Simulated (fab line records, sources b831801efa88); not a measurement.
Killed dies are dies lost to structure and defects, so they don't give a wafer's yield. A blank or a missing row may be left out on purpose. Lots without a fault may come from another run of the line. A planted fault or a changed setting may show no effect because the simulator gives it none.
Which tool did it? | flow gf180mcu | 12 lots, 36 wafers sampled, at 4 steps of a route of 602

WHAT THE GAUGES READ, wafer by wafer
GF_HV_LDD_OVL_MEAS_47. Usual: HV_LDD_03_OVL 1.2 nm, standard deviation 1.2.
lot  | measured     | on         | HV_LDD_03_OVL (nm) | flag
L178 | day 13 01:40 | overlay-01 | -0.4 -0.1 -0.1     |
L181 | day 13 22:13 | overlay-01 | 0.4 -0.8 1.9       |
L184 | day 15 00:20 | overlay-02 | 1.9 2.1 3.5        |
L185 | day 15 08:49 | overlay-01 | 1.7 1.4 0.7        |
L186 | day 15 16:51 | overlay-01 | 2.6 0.7 1.1        |
L191 | day 17 13:43 | overlay-01 | 0.4 1.9 0.2        |
L193 | day 17 22:54 | overlay-01 | 3.8 2.0 2.3        |
L194 | day 18 08:48 | overlay-01 | 1.0 -0.4 1.3       |
L196 | day 19 03:38 | overlay-02 | 0.4 0.3 -0.5       |
L197 | day 19 08:38 | overlay-02 | 0.9 0.7 -0.3       |
L198 | day 19 17:01 | overlay-02 | 1.5 2.8 0.4        |
L199 | day 19 22:56 | overlay-02 | 1.4 0.0 2.2        |

GF_PSD_CD_MEAS_07: target cd 400 nm. Usual: cd_nm 400.4 nm, standard deviation 2.8.
lot  | measured     | on        | cd_nm (nm)        | flag
L178 | day 14 22:35 | cd_sem-02 | 401.9 403.4 402.3 |
L181 | day 15 22:20 | cd_sem-01 | 398.6 395.2 399.4 |
L184 | day 16 23:34 | cd_sem-01 | 398.3 395.3 392.7 |
L185 | day 17 09:11 | cd_sem-01 | 397.2 398.5 398.8 |
L186 | day 17 18:22 | cd_sem-01 | 396.9 397.6 397.4 |
L191 | day 19 17:28 | cd_sem-02 | 403.6 406.1 404.8 |
L193 | day 20 02:49 | cd_sem-02 | 397.2 395.9 397.4 |
L194 | day 20 13:02 | cd_sem-02 | 403.4 405.9 407.6 |
L196 | day 21 07:16 | cd_sem-01 | 396.9 397.8 397.3 |
L197 | day 21 12:07 | cd_sem-02 | 401.4 401.2 401.7 |
L198 | day 21 20:44 | cd_sem-01 | 400.7 400.2 402.4 |
L199 | day 22 01:56 | cd_sem-01 | 400.4 401.3 399.5 |

WHICH TOOL RAN EACH LOT (tool, then ch and the chambers of the sampled wafers, then the start)
lot  | GF_HV_LDD_STRIP_49                   | GF_PSD_COAT_02
L178 | plasma_asher-01 ch 0,1, day 13 01:52 | litho_track-02 ch 0, day 14 11:46
L181 | plasma_asher-04 ch 0,1, day 13 22:25 | litho_track-03 ch 0, day 15 11:21
L184 | plasma_asher-04 ch 0,1, day 15 00:31 | litho_track-02 ch 0, day 16 12:44
L185 | plasma_asher-04 ch 0,1, day 15 09:02 | litho_track-02 ch 0, day 16 21:28
L186 | plasma_asher-04 ch 0,1, day 15 17:02 | litho_track-02 ch 0, day 17 06:38
L191 | plasma_asher-01 ch 0,1, day 17 13:54 | litho_track-01 ch 0, day 19 04:35
L193 | plasma_asher-04 ch 0,1, day 17 23:05 | litho_track-01 ch 0, day 19 14:40
L194 | plasma_asher-01 ch 0,1, day 18 08:59 | litho_track-02 ch 0, day 20 00:37
L196 | plasma_asher-01 ch 0,1, day 19 03:49 | litho_track-02 ch 0, day 20 19:32
L197 | plasma_asher-01 ch 0,1, day 19 08:49 | litho_track-02 ch 0, day 20 23:41
L198 | plasma_asher-04 ch 0,1, day 19 17:11 | litho_track-01 ch 0, day 21 08:22
L199 | plasma_asher-04 ch 0,1, day 19 23:08 | litho_track-03 ch 0, day 21 14:05
- GF_HV_LDD_STRIP_49: strips in O2/N2.
- GF_PSD_COAT_02: resist thk 1000 nm.

WHAT THE TOOLS THEMSELVES READ (means of the sampled wafers that have a number; where no wafer has one, the mark that the record gives instead)
GF_HV_LDD_STRIP_49. Usual: drypump_motor_current_A 5.54 A, standard deviation 0.28; heater_power_w 359 W, standard deviation 29; n2_flow_sccm 299.9 sccm, standard deviation 0.92; oes_product_au 0.716 a.u., standard deviation 0.0043; strip_time_to_endpoint_s 12.64 s, standard deviation 0.045.
lot  | tool            | drypump_motor_current_A (A) | heater_power_w (W) | n2_flow_sccm (sccm) | oes_product_au (a.u.) | strip_time_to_endpoint_s (s) | flag
L178 | plasma_asher-01 | 5.50                        | 332                | 300.0               | 0.719                 | 12.70                        |
L181 | plasma_asher-04 | 5.68                        | 390                | 300.5               | 0.714                 | 12.71                        |
L184 | plasma_asher-04 | 5.68                        | 398                | 300.0               | 0.718                 | 12.66                        |
L185 | plasma_asher-04 | 5.65                        | 372                | 300.6               | 0.717                 | 12.58                        |
L186 | plasma_asher-04 | 5.62                        | 375                | 299.4               | 0.717                 | 12.58                        |
L191 | plasma_asher-01 | 5.51                        | 339                | 299.9               | 0.713                 | 12.66                        |
L193 | plasma_asher-04 | 5.67                        | 389                | 300.8               | 0.714                 | 12.60                        |
L194 | plasma_asher-01 | 5.50                        | 340                | 299.9               | 0.718                 | 12.61                        |
L196 | plasma_asher-01 | 5.50                        | 335                | 298.7               | 0.717                 | 12.65                        |
L197 | plasma_asher-01 | 5.27                        | 340                | 299.9               | 0.719                 | 12.68                        |
L198 | plasma_asher-04 | 5.66                        | 391                | 300.5               | 0.716                 | 12.62                        |
L199 | plasma_asher-04 | 5.68                        | 398                | 298.7               | 0.712                 | 12.65                        |

GF_PSD_COAT_02. Usual: spin_speed_rpm 2999.9 rpm, standard deviation 1.8.
lot  | tool           | spin_speed_rpm (rpm) | flag
L178 | litho_track-02 | 3000.2               |
L181 | litho_track-03 | 3000.4               |
L184 | litho_track-02 | 2907.1               | OFF
L185 | litho_track-02 | 2908.5               | OFF
L186 | litho_track-02 | 2906.7               | OFF
L191 | litho_track-01 | 3002.2               |
L193 | litho_track-01 | 3001.3               |
L194 | litho_track-02 | 3000.9               |
L196 | litho_track-02 | 3000.0               |
L197 | litho_track-02 | 2998.8               |
L198 | litho_track-01 | 3000.7               |
L199 | litho_track-03 | 2999.9               |

THE ANSWER, worked out from the rows above alone
Rule: a lot is off if the mean of its wafers that have a number lies more than 3 standard deviations from the usual mean. A lot without any number at a reading at which 4 lots or more have one is off too. The other lots that the step has rows for count as sound. The gauges are gone through in route order, then the tools' own readings, and for those a lot's mean is taken as printed above. The first step at which some lot is off is used, and at that step the reading that is off furthest; a lot without a number counts as furthest.
Off: L184, L185, L186, at GF_PSD_COAT_02 (spin_speed_rpm).
A tool fits if, at that step or a process step before it, it ran every lot that is off, and no sound lot after the first of them. None of those tried fits.

WHAT THE SIMULATOR HAD PUT IN
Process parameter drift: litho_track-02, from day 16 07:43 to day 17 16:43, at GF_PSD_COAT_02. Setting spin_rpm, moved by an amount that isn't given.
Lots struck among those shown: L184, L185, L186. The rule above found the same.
